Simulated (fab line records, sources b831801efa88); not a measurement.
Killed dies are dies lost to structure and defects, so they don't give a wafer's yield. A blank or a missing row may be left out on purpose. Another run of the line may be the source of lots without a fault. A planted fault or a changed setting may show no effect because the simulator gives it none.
fab line records -- flow gf180mcu
[record] lots = 6, wafers = 18, last-day = 32
route steps=602 shown HV_LDD@232 NSD@235 PSD@248
lots with no fault: from the same line, run without faults
start-h: the number of hours between the record's first day and the start of the first shown wafer of the lot -- wait-h: time in hours since the lot's previous step -- " identical to the entry in the row above -- L1.1+2: a single row standing in for several wafers -- - no value present, or no start provided -- * or withheld: withheld -- < > ~ a bound
route shown NAME@n: names a module that has steps shown in the file, with the first one's number in the route -- usual: the fault-free wafers' mean and standard deviation -- same: alike in all rows -- chamber/n: place in a boat -- sites: per-site readings -- _std_site: their standard deviation -- _edge_site: mean of outer sites minus mean of inner sites -- radius-mm: how far each site lies from the wafer's centre -- mask NAME#n: copy n -- behind: the tool/chamber that last shaped the wafer -- hold: reason for holding the lot/hours on hold/outcome of the hold -- device: names the non-switching transistor (n, p or np) -- end of line: tests run on the same wafers once the route is complete -- step lacking rows: just its recipe -- killed: not the wafer's yield, but the dies lost to structure and defects at the first sort -- map: a wafer's dies, x killed, . not, _ none there
set.NAME: the setting the step ran with; set.NAME@STEP: the setting that earlier step ran with -- model.NAME: the simulator's own value behind a step, which no gauge read
certain route steps with their lots: each step a table, each wafer a row
services: the hour from which a tool's chamber was out of use, counted from the record's first day as start-h (under 0 if before that day), plus the number of hours and why
[[steps]]
[step GF_HV_LDD_CVD_56]
[recipe] material = Si3N4, precursor = DCS/NH3, target-thk-nm = 90, temp-c = 770, time-s = 1543, pressure-mtorr = 250
[step GF_HV_LDD_THK_MEAS_57]
[recipe] reads = Si3N4_of_HV_LDD_CVD_56
[usual] HV_LDD_CVD_56_THK = 90.2/0.93
lot.wafer,tool,chamber,start-h,wait-h,HV_LDD_CVD_56_THK[nm]
L851.1,film-metro-03,-,273.78,0.0,90.1
L851.3,film-metro-03,-,273.78,0.0,90.0
L851.5,film-metro-03,-,273.78,0.0,90.1
L854.1,film-metro-03,-,298.79,0.0,91.0
L854.2,film-metro-03,-,298.79,0.0,90.8
L854.5,film-metro-03,-,298.79,0.0,90.7
L855.2,film-metro-01,-,304.10,0.0,91.8
L855.4,film-metro-01,-,304.10,0.0,91.6
L855.6,film-metro-01,-,304.10,0.0,92.2
L861.1,film-metro-01,-,378.07,0.0,90.0
L861.2,film-metro-01,-,378.07,0.0,90.4
L861.3,film-metro-01,-,378.07,0.0,90.0
L862.1,film-metro-04,-,383.84,0.0,89.7
L862.3,film-metro-04,-,383.84,0.0,89.3
L862.6,film-metro-04,-,383.84,0.0,89.4
L863.1,film-metro-01,-,393.62,0.0,90.6
L863.4,film-metro-01,-,393.62,0.0,90.3
L863.5,film-metro-01,-,393.62,0.0,90.8
[step GF_HV_LDD_ETCHBACK_58]
[recipe] chemistry = CH3F/O2, target = Si3N4, stop-on = SiO2, source-w = 400, bias-w = 80, pressure-mtorr = 25, ch3f-flow-sccm = 40, O2_flow_sccm = 30, time-s = 100, target-depth-a = 900
[usual] bias-w = 79.96/0.24, chamber-pressure-mTorr = 25.000/0.023, drypump-motor-current-A = 5.5/0.49, oes-product-au = 0.844/0.0066, throttle-valve-pct = 10.561/0.0088
lot.wafer,tool,chamber,start-h,wait-h,bias-w,chamber-pressure-mTorr,drypump-motor-current-A,oes-product-au,rf-hours-counter-h,throttle-valve-pct
L851.1,rie-diel-01,1,273.84,0.1,79.84,24.989,4.9,0.844,3,10.554
L851.3,rie-diel-01,3,273.84,0.1,79.73,25.041,6.1,0.845,4,10.564
L851.5,rie-diel-01,0,273.84,0.1,79.74,25.007,6.3,0.840,-,10.571
L854.1,rie-diel-01,1,298.85,0.1,79.86,24.961,4.9,0.842,4,10.571
L854.2,rie-diel-01,2,298.85,0.1,79.65,24.968,5.4,0.849,54,10.552
L854.5,rie-diel-01,2,298.85,0.1,79.56,24.966,5.4,0.851,-,10.560
L855.2,rie-diel-04,2,304.15,0.0,80.14,24.978,5.1,0.854,1,10.558
L855.4,rie-diel-04,0,304.15,0.0,80.03,25.003,4.9,0.852,115,10.566
L855.6,rie-diel-04,3,304.15,0.0,79.73,24.957,5.9,0.855,-,10.549
L861.1,rie-diel-01,3,378.13,0.1,80.11,25.059,6.2,0.835,7,10.554
L861.2,rie-diel-01,0,378.13,0.1,80.04,25.000,6.3,0.846,4,10.565
L861.3,rie-diel-01,1,378.13,0.1,80.21,25.011,4.9,0.844,5,10.561
L862.1,rie-diel-04,0,383.90,0.1,80.16,25.010,4.9,0.840,118,10.575
L862.3,rie-diel-04,3,383.90,0.1,80.01,25.002,5.8,0.830,5,10.576
L862.6,rie-diel-04,3,383.90,0.1,80.16,24.994,5.9,0.837,-,10.563
L863.1,rie-diel-01,2,393.68,0.1,79.88,25.014,5.3,0.846,56,10.572
L863.4,rie-diel-01,1,393.68,0.1,79.82,24.967,4.9,0.843,5,10.556
L863.5,rie-diel-01,3,393.68,0.1,80.45,24.966,6.2,0.846,-,10.562
[step GF_NSD_DEHYDRATE_00]
[recipe] temp-c = 200, time-s = 60
[step GF_NSD_HMDS_01]
[recipe] prime-time-s = 60, prime-temp-c = 120
[step GF_NSD_COAT_02]
[recipe] resist = NOVOLAK, spin-rpm = 3000, resist-thk-nm = 1000
[step GF_NSD_SOFTBAKE_03]
[recipe] temp-c = 90, time-s = 60, resist = NOVOLAK
[step GF_NSD_EXPOSE_04]
[recipe] mask-id = Nplus, target-cd-nm = 400, na = 0.6, source-shape = conventional, sigma-outer = 0.6, dose-mj = 140
[step GF_NSD_PEB_05]
[recipe] temp-c = withheld, time-s = *, resist = NOVOLAK
[step GF_NSD_DEVELOP_06]
[recipe] develop-time-s = 60, dev-temp-c = 23
[step GF_NSD_CD_MEAS_07]
[recipe] target-cd-nm = 400
[usual] cd-nm = 399.4/2.6
lot.wafer,tool,chamber,start-h,wait-h,cd-nm
L851.1,cd-sem-02,-,293.72,0.1,398.9
L851.3,cd-sem-02,-,293.72,0.1,402.8
L851.5,cd-sem-02,-,293.72,0.1,401.0
L854.1,cd-sem-01,-,318.56,0.1,399.7
L854.2,cd-sem-01,-,318.56,0.1,397.8
L854.5,cd-sem-01,-,318.56,0.1,397.8
L855.2,cd-sem-02,-,325.03,0.1,397.8
L855.4,cd-sem-02,-,325.03,0.1,398.4
L855.6,cd-sem-02,-,325.03,0.1,397.5
L861.1,cd-sem-01,-,400.76,0.1,398.6
L861.2,cd-sem-01,-,400.76,0.1,397.8
L861.3,cd-sem-01,-,400.76,0.1,398.9
L862.1,cd-sem-02,-,406.72,0.1,400.1
L862.3,cd-sem-02,-,406.72,0.1,397.4
L862.6,cd-sem-02,-,406.72,0.1,399.1
L863.1,cd-sem-02,-,417.57,0.1,395.5
L863.4,cd-sem-02,-,417.57,0.1,393.2
L863.5,cd-sem-02,-,417.57,0.1,395.2
[step GF_NSD_OVL_MEAS_08]
[usual] NSD_OVL = -1.2/1.4
lot.wafer,tool,chamber,start-h,wait-h,NSD_OVL[nm]
L851.1,overlay-01,-,293.84,0.1,-4.9
L851.3,overlay-01,-,293.84,0.1,-2.8
L851.5,overlay-01,-,293.84,0.1,-4.8
L854.1,overlay-01,-,318.68,0.1,2.1
L854.2,overlay-01,-,318.68,0.1,-0.5
L854.5,overlay-01,-,318.68,0.1,0.3
L855.2,overlay-02,-,325.14,0.1,-0.2
L855.4,overlay-02,-,325.14,0.1,-1.1
L855.6,overlay-02,-,325.14,0.1,-0.5
L861.1,overlay-02,-,400.88,0.1,0.6
L861.2,overlay-02,-,400.88,0.1,-0.1
L861.3,overlay-02,-,400.88,0.1,0.1
L862.1,overlay-02,-,406.84,0.1,-2.4
L862.3,overlay-02,-,406.84,0.1,-3.1
L862.6,overlay-02,-,406.84,0.1,-2.9
L863.1,overlay-01,-,417.69,0.1,-0.9
L863.4,overlay-01,-,417.69,0.1,-0.8
L863.5,overlay-01,-,417.69,0.1,-0.2
[step GF_NSD_IMPLANT_09]
[recipe] species = As, energy-kev = 60, dose-cm2 = 4e+15, tilt-deg = 7
[usual] implant-ion-amu = 75/0
lot.wafer,tool,chamber,start-h,wait-h,implant-ion-amu,model.implant.rp-nm,model.implant.drp-nm
L851.1,implanter-04,0,293.88,0.0,75,38.26,16.15
L851.3,implanter-04,0,293.88,0.0,75,38.26,16.15
L851.5,implanter-04,0,293.88,0.0,75,38.26,16.15
L854.1,implanter-02,0,318.72,0.0,75,37.75,16.15
L854.2,implanter-02,0,318.72,0.0,75,37.75,16.15
L854.5,implanter-02,0,318.72,0.0,75,37.75,16.15
L855.2,implanter-02,0,325.19,0.0,75,37.73,16.15
L855.4,implanter-02,0,325.19,0.0,75,37.73,16.15
L855.6,implanter-02,0,325.19,0.0,75,37.73,16.15
L861.1,implanter-03,0,400.92,0.0,75,38.33,16.15
L861.2,implanter-03,0,400.92,0.0,75,38.33,16.15
L861.3,implanter-03,0,400.92,0.0,75,38.33,16.15
L862.1,implanter-04,0,406.87,0.0,49,45.09,21.23
L862.3,implanter-04,0,406.87,0.0,49,45.09,21.23
L862.6,implanter-04,0,406.87,0.0,49,45.09,21.23
L863.1,implanter-04,0,417.72,0.0,49,44.4,21.23
L863.4,implanter-04,0,417.72,0.0,49,44.4,21.23
L863.5,implanter-04,0,417.72,0.0,49,44.4,21.23
[step GF_NSD_IMPLANT_10]
[recipe] species = P, energy-kev = 40, dose-cm2 = 5e+14, tilt-deg = 7
[step GF_NSD_STRIP_11]
[recipe] chemistry = O2/N2, power-w = 1400, pressure-mtorr = 1500, platen-temp-c = 250, o2-flow-sccm = 3000, n2-flow-sccm = 300, overash-fraction = 0.5
[usual] chamber-pressure-mTorr = 1499.8/1.3, drypump-motor-current-A = 5.6/0.42, heater-power-w = 336/25, oes-product-au = 0.486/0.005, strip-time-to-endpoint-s = 22.97/0.038
[same] overash-fraction = 0.5
lot.wafer,tool,chamber,start-h,wait-h,chamber-pressure-mTorr,drypump-motor-current-A,heater-power-w,oes-product-au,rf-hours-counter-h,strip-time-to-endpoint-s
L851.1,plasma-asher-04,1,294.18,0.1,1498.8,5.2,372,0.479,20,22.98
L851.3,plasma-asher-04,1,294.18,0.1,1498.9,5.2,370,0.485,-,22.99
L851.5,plasma-asher-04,1,294.18,0.1,1497.6,5.2,374,0.487,-,23.01
L854.1,plasma-asher-03,1,319.02,0.1,1500.1,6.0,348,0.490,61,22.94
L854.2,plasma-asher-03,0,319.02,0.1,1499.8,5.9,310,0.492,61,22.98
L854.5,plasma-asher-03,0,319.02,0.1,1500.3,5.9,315,0.487,-,22.99
L855.2,plasma-asher-03,0,325.47,0.1,1499.7,5.9,305,0.488,62,23.02
L855.4,plasma-asher-03,1,325.47,0.1,1500.2,6.0,359,0.482,-,22.97
L855.6,plasma-asher-03,0,325.47,0.1,1498.4,5.9,309,0.487,-,22.97
L861.1,plasma-asher-02,1,401.22,0.1,1498.4,5.6,348,0.494,60,22.99
L861.2,plasma-asher-02,0,401.22,0.1,1500.2,4.8,308,0.488,60,22.96
L861.3,plasma-asher-02,1,401.22,0.1,1501.4,5.6,351,0.494,-,22.95
L862.1,plasma-asher-02,0,407.17,0.1,1498.2,4.8,306,0.480,60,23.69
L862.3,plasma-asher-02,0,407.17,0.1,1501.7,4.8,311,0.478,-,23.71
L862.6,plasma-asher-02,0,407.17,0.1,1498.8,4.8,315,0.485,-,23.73
L863.1,plasma-asher-03,0,418.02,0.1,1500.6,5.9,311,0.470,71,23.74
L863.4,plasma-asher-03,1,418.02,0.1,1498.4,6.0,354,0.469,-,23.78
L863.5,plasma-asher-03,0,418.02,0.1,1499.2,5.9,312,0.476,-,23.80
[step GF_NSD_TW_MEAS_12]
[usual] NSD_TW = 4256/28
lot.wafer,tool,chamber,start-h,wait-h,NSD_TW
L851.1,film-metro-01,-,294.28,0.1,4257
L851.3,film-metro-01,-,294.28,0.1,4264
L851.5,film-metro-01,-,294.28,0.1,4276
L854.1,film-metro-03,-,319.12,0.1,4300
L854.2,film-metro-03,-,319.12,0.1,4286
L854.5,film-metro-03,-,319.12,0.1,4295
L855.2,film-metro-01,-,325.58,0.1,4271
L855.4,film-metro-01,-,325.58,0.1,4272
L855.6,film-metro-01,-,325.58,0.1,4270
L861.1,film-metro-01,-,401.32,0.1,4277
L861.2,film-metro-01,-,401.32,0.1,4248
L861.3,film-metro-01,-,401.32,0.1,4252
L862.1,film-metro-03,-,407.27,0.1,4226
L862.3,film-metro-03,-,407.27,0.1,4189
L862.6,film-metro-03,-,407.27,0.1,4201
L863.1,film-metro-01,-,418.12,0.1,4205
L863.4,film-metro-01,-,418.12,0.1,4219
L863.5,film-metro-01,-,418.12,0.1,4195
[step GF_PSD_DEHYDRATE_00]
[recipe] temp-c = 200, time-s = 60
[step GF_PSD_HMDS_01]
[recipe] prime-time-s = 60, prime-temp-c = 120
[step GF_PSD_COAT_02]
[recipe] resist = NOVOLAK, spin-rpm = 3000, resist-thk-nm = 1000
[step GF_PSD_SOFTBAKE_03]
[recipe] temp-c = 90, time-s = 60, resist = NOVOLAK
[step GF_PSD_EXPOSE_04]
[recipe] mask-id = Pplus, target-cd-nm = 400, na = 0.6, source-shape = conventional, sigma-outer = 0.6, dose-mj = 140
[step GF_PSD_PEB_05]
[recipe] temp-c = withheld, time-s = *, resist = NOVOLAK
[step GF_PSD_DEVELOP_06]
[recipe] develop-time-s = 60, dev-temp-c = 23
[step GF_PSD_CD_MEAS_07]
[recipe] target-cd-nm = 400
[usual] cd-nm = 400.2/2.5
lot.wafer,tool,chamber,start-h,wait-h,cd-nm
L851.1,cd-sem-02,-,313.56,0.1,396.9
L851.3,cd-sem-02,-,313.56,0.1,397.6
L851.5,cd-sem-02,-,313.56,0.1,396.3
L854.1,cd-sem-02,-,339.76,0.1,398.5
L854.2,cd-sem-02,-,339.76,0.1,399.9
L854.5,cd-sem-02,-,339.76,0.1,397.2
L855.2,cd-sem-02,-,346.58,0.1,396.3
L855.4,cd-sem-02,-,346.58,0.1,396.1
L855.6,cd-sem-02,-,346.58,0.1,398.7
L861.1,cd-sem-02,-,423.86,0.1,398.3
L861.2,cd-sem-02,-,423.86,0.1,401.9
L861.3,cd-sem-02,-,423.86,0.1,398.3
L862.1,cd-sem-02,-,430.71,0.1,403.8
L862.3,cd-sem-02,-,430.71,0.1,401.5
L862.6,cd-sem-02,-,430.71,0.1,401.9
L863.1,cd-sem-02,-,441.76,0.1,399.3
L863.4,cd-sem-02,-,441.76,0.1,400.4
L863.5,cd-sem-02,-,441.76,0.1,399.2
[step GF_PSD_OVL_MEAS_08]
[usual] PSD_OVL = -1.1/1.5
lot.wafer,tool,chamber,start-h,wait-h,PSD_OVL[nm]
L851.1,overlay-01,-,313.68,0.1,0.3
L851.3,overlay-01,-,313.68,0.1,-1.8
L851.5,overlay-01,-,313.68,0.1,1.1
L854.1,overlay-02,-,339.88,0.1,-2.5
L854.2,overlay-02,-,339.88,0.1,-1.4
L854.5,overlay-02,-,339.88,0.1,-1.0
L855.2,overlay-01,-,346.69,0.1,-4.5
L855.4,overlay-01,-,346.69,0.1,-4.4
L855.6,overlay-01,-,346.69,0.1,-4.4
L861.1,overlay-01,-,423.98,0.1,-0.6
L861.2,overlay-01,-,423.98,0.1,-0.5
L861.3,overlay-01,-,423.98,0.1,-1.6
L862.1,overlay-02,-,430.83,0.1,-1.4
L862.3,overlay-02,-,430.83,0.1,-0.1
L862.6,overlay-02,-,430.83,0.1,-0.9
L863.1,overlay-02,-,441.88,0.1,-0.2
L863.4,overlay-02,-,441.88,0.1,-0.6
L863.5,overlay-02,-,441.88,0.1,0.7
[step GF_PSD_IMPLANT_09]
[recipe] species = BF2, energy-kev = 40, dose-cm2 = 1.5e+15, tilt-deg = 7
[step GF_PSD_STRIP_10]
[recipe] chemistry = O2/N2, power-w = 1400, pressure-mtorr = 1500, platen-temp-c = 250, o2-flow-sccm = 3000, n2-flow-sccm = 300, overash-fraction = 0.5
[usual] chamber-pressure-mTorr = 1499.9/1.4, drypump-motor-current-A = 5.5/0.42, heater-power-w = 339/25, oes-product-au = 0.593/0.005, strip-time-to-endpoint-s = 16.52/0.039
[same] overash-fraction = 0.5
lot.wafer,tool,chamber,start-h,wait-h,chamber-pressure-mTorr,drypump-motor-current-A,heater-power-w,oes-product-au,rf-hours-counter-h,strip-time-to-endpoint-s
L851.1,plasma-asher-03,0,313.87,0.1,1502.7,5.9,309,0.592,61,16.52
L851.3,plasma-asher-03,0,313.87,0.1,1500.4,5.9,312,0.590,-,16.54
L851.5,plasma-asher-03,1,313.87,0.1,1501.2,6.0,358,0.591,-,16.54
L854.1,plasma-asher-01,1,340.07,0.1,1501.1,5.3,335,0.603,72,16.48
L854.2,plasma-asher-01,0,340.07,0.1,1502.4,5.7,385,0.600,72,16.51
L854.5,plasma-asher-01,1,340.07,0.1,1499.9,5.3,332,0.585,-,16.52
L855.2,plasma-asher-01,1,346.87,0.1,1495.1,5.3,323,0.593,73,16.59
L855.4,plasma-asher-01,1,346.87,0.1,1500.9,5.2,337,0.586,-,16.55
L855.6,plasma-asher-01,0,346.87,0.1,1500.2,5.7,379,0.596,-,16.60
L861.1,plasma-asher-01,1,424.17,0.1,1501.4,5.3,332,0.595,81,16.49
L861.2,plasma-asher-01,0,424.17,0.1,1500.1,5.7,380,0.601,81,16.57
L861.3,plasma-asher-01,0,424.17,0.1,1497.1,5.7,381,0.597,-,16.58
L862.1,plasma-asher-01,0,431.02,0.1,1498.0,5.7,375,0.593,82,16.47
L862.3,plasma-asher-01,1,431.02,0.1,1499.5,5.2,323,0.598,-,16.50
L862.6,plasma-asher-01,1,431.02,0.1,1500.1,5.3,327,0.597,-,16.54
L863.1,plasma-asher-02,1,442.07,0.1,1496.0,5.6,344,0.594,64,16.47
L863.4,plasma-asher-02,1,442.07,0.1,1502.3,5.6,348,0.591,-,16.45
L863.5,plasma-asher-02,0,442.07,0.1,1500.2,4.8,318,0.593,-,16.47
[step GF_PSD_TW_MEAS_11]
[usual] PSD_TW = 3177/22
lot.wafer,tool,chamber,start-h,wait-h,PSD_TW
L851.1,film-metro-02,-,313.97,0.1,3179
L851.3,film-metro-02,-,313.97,0.1,3175
L851.5,film-metro-02,-,313.97,0.1,3170
L854.1,film-metro-02,-,340.17,0.1,3188
L854.2,film-metro-02,-,340.17,0.1,3208
L854.5,film-metro-02,-,340.17,0.1,3207
L855.2,film-metro-02,-,346.98,0.1,3194
L855.4,film-metro-02,-,346.98,0.1,3193
L855.6,film-metro-02,-,346.98,0.1,3208
L861.1,film-metro-02,-,424.27,0.1,3164
L861.2,film-metro-02,-,424.27,0.1,3185
L861.3,film-metro-02,-,424.27,0.1,3167
L862.1,film-metro-03,-,431.12,0.1,3186
L862.3,film-metro-03,-,431.12,0.1,3195
L862.6,film-metro-03,-,431.12,0.1,3184
L863.1,film-metro-01,-,442.17,0.1,3175
L863.4,film-metro-01,-,442.17,0.1,3178
L863.5,film-metro-01,-,442.17,0.1,3161
[step GF_PSD_CLEAN_12]
[recipe] chemistry = SC1/SC2, mix = 1:4:20, temp-c = 70, time-s = 150, dry = n2-spin
[step GF_PSD_RTA_13]
[recipe] temp-c = 1025, time-s = 20, ambient = N2
[usual] lamp-power-pct = 33.4/2.5, wafer_temp_C_max = 1028.1/0.77
lot.wafer,tool,chamber,start-h,wait-h,lamp-power-pct,wafer_temp_C_max
L851.1,rtp-anneal-02,0,314.08,0.0,31.3,1028.7
L851.3,rtp-anneal-02,0,314.08,0.0,31.3,1028.8
L851.5,rtp-anneal-02,0,314.08,0.0,31.3,1028.2
L854.1,rtp-anneal-02,0,340.28,0.0,31.3,1028.9
L854.2,rtp-anneal-02,0,340.28,0.0,31.2,1028.5
L854.5,rtp-anneal-02,0,340.28,0.0,31.3,1029.0
L855.2,rtp-anneal-01,0,347.09,0.0,36.3,1027.2
L855.4,rtp-anneal-01,0,347.09,0.0,36.3,1027.8
L855.6,rtp-anneal-01,0,347.09,0.0,36.3,1027.8
L861.1,rtp-anneal-01,0,424.49,0.0,36.3,1027.4
L861.2,rtp-anneal-01,0,424.49,0.0,36.4,1027.4
L861.3,rtp-anneal-01,0,424.49,0.0,36.3,1027.7
L862.1,rtp-anneal-01,0,431.23,0.0,36.4,1027.1
L862.3,rtp-anneal-01,0,431.23,0.0,36.4,1026.9
L862.6,rtp-anneal-01,0,431.23,0.0,36.4,1028.0
L863.1,rtp-anneal-02,0,442.28,0.0,31.3,1028.9
L863.4,rtp-anneal-02,0,442.28,0.0,31.3,1028.5
L863.5,rtp-anneal-02,0,442.28,0.0,31.3,1028.0
[step GF_PSD_RS_MEAS_14]
[recipe] thk-meas-gauge = four-point-probe
[usual] NSD_RS = 46.18/0.082
lot.wafer,tool,chamber,start-h,wait-h,NSD_RS[ohm/sq]
L851.1,film-metro-01,-,314.16,0.1,46.23
L851.3,film-metro-01,-,314.16,0.1,46.08
L851.5,film-metro-01,-,314.16,0.1,46.13
L854.1,film-metro-01,-,340.37,0.1,46.05
L854.2,film-metro-01,-,340.37,0.1,46.05
L854.5,film-metro-01,-,340.37,0.1,46.01
L855.2,film-metro-03,-,347.18,0.1,46.29
L855.4,film-metro-03,-,347.18,0.1,46.33
L855.6,film-metro-03,-,347.18,0.1,46.39
L861.1,film-metro-03,-,424.58,0.1,46.08
L861.2,film-metro-03,-,424.58,0.1,46.15
L861.3,film-metro-03,-,424.58,0.1,46.15
L862.1,film-metro-03,-,431.31,0.1,-
L862.3,film-metro-03,-,431.31,0.1,-
L862.6,film-metro-03,-,431.31,0.1,-
L863.1,film-metro-03,-,442.36,0.1,-
L863.4,film-metro-03,-,442.36,0.1,-
L863.5,film-metro-03,-,442.36,0.1,-
[step GF_PSD_RS_MEAS_15]
[recipe] thk-meas-gauge = four-point-probe
[usual] PSD_RS = 108.7/0.3
lot.wafer,tool,chamber,start-h,wait-h,PSD_RS[ohm/sq]
L851.1,film-metro-01,-,314.28,0.1,108.3
L851.3,film-metro-01,-,314.28,0.1,108.5
L851.5,film-metro-01,-,314.28,0.1,108.5
L854.1,film-metro-01,-,340.49,0.1,108.6
L854.2,film-metro-01,-,340.49,0.1,108.7
L854.5,film-metro-01,-,340.49,0.1,108.5
L855.2,film-metro-03,-,347.30,0.1,109.1
L855.4,film-metro-03,-,347.30,0.1,109.1
L855.6,film-metro-03,-,347.30,0.1,109.2
L861.1,film-metro-03,-,424.70,0.1,108.3
L861.2,film-metro-03,-,424.70,0.1,108.3
L861.3,film-metro-03,-,424.70,0.1,108.3
L862.1,film-metro-03,-,431.43,0.1,108.5
L862.3,film-metro-03,-,431.43,0.1,108.3
L862.6,film-metro-03,-,431.43,0.1,108.5
L863.1,film-metro-03,-,442.48,0.1,108.6
L863.4,film-metro-03,-,442.48,0.1,108.5
L863.5,film-metro-03,-,442.48,0.1,108.6
[[services]]
tool,chamber,start-h,hours,kind
implanter-03,-,256.35,25.8,pm
plasma-asher-01,-,261.35,2.8,pm
implanter-04,-,261.89,2.7,repair
plasma-asher-02,-,269.56,23.2,pm
plasma-asher-04,-,279.73,0.6,repair
implanter-03,-,290.90,0.7,repair
rie-diel-01,3,294.73,4.6,repair
rie-diel-04,1,313.69,4.5,repair
rie-diel-01,1,317.06,6.0,repair
plasma-asher-03,-,338.73,5.0,repair
rie-diel-04,0,360.70,3.3,repair
rie-diel-04,0,364.79,5.9,repair
rie-diel-04,1,367.91,4.7,repair
plasma-asher-01,-,377.67,1.2,repair
rie-diel-04,2,379.25,10.1,repair
plasma-asher-02,-,387.03,3.5,repair
plasma-asher-01,-,392.22,1.3,repair
rie-diel-04,2,402.52,9.8,repair
implanter-02,-,415.70,2.1,repair
implanter-02,-,419.27,2.4,repair
plasma-asher-03,-,421.25,9.0,pm
implanter-02,-,424.41,2.4,repair
rie-diel-04,2,425.34,1.6,repair
implanter-02,-,439.77,2.1,repair
[[key]]
[first-sign] step = GF_NSD_IMPLANT_09, reading = implant-ion-amu, direction = down, sigmas = 99+, usual = 75, struck = 49
[effect] step = GF_NSD_STRIP_11, reading = strip-time-to-endpoint-s, direction = up, sigmas = 20, usual = *, struck = *
[effect] step = GF_NSD_TW_MEAS_12, reading = NSD_TW, direction = down, sigmas = 1.8, usual = 4256, struck = 4206
[effect] step = GF_PSD_RS_MEAS_14, reading = NSD_RS, direction = missing
[model-effect] step = GF_NSD_IMPLANT_09, value = implant.rp-nm, without = 37.42, struck = 44.75
met-at GF_NSD_IMPLANT_09
struck-wafers L862.1,L862.3,L862.6,L863.1,L863.4,L863.5
sort-left-out L862.1,L862.3,L862.6,L863.1,L863.4,L863.5
tester-left-out L862,L863
onset-between 293.88 406.87
[fault] kind = wrong-recipe-download, tool = implanter-02,implanter-03,implanter-04, chamber = -, onset-h = 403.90, steps = GF_NSD_IMPLANT_09, wrong-recipe.not-listed = 1
// tester-left-out: of these lots the tester's yield and bins aren't shown, on N5 and GAA mostly nor the transistor test; their killed dies are dies lost to structure and defects alone, not to doping, threshold or leakage, so they don't give the yield
// sort-left-out: the simulated sort isn't trusted on such a fault, so these wafers' sort isn't shown, and their yield isn't known
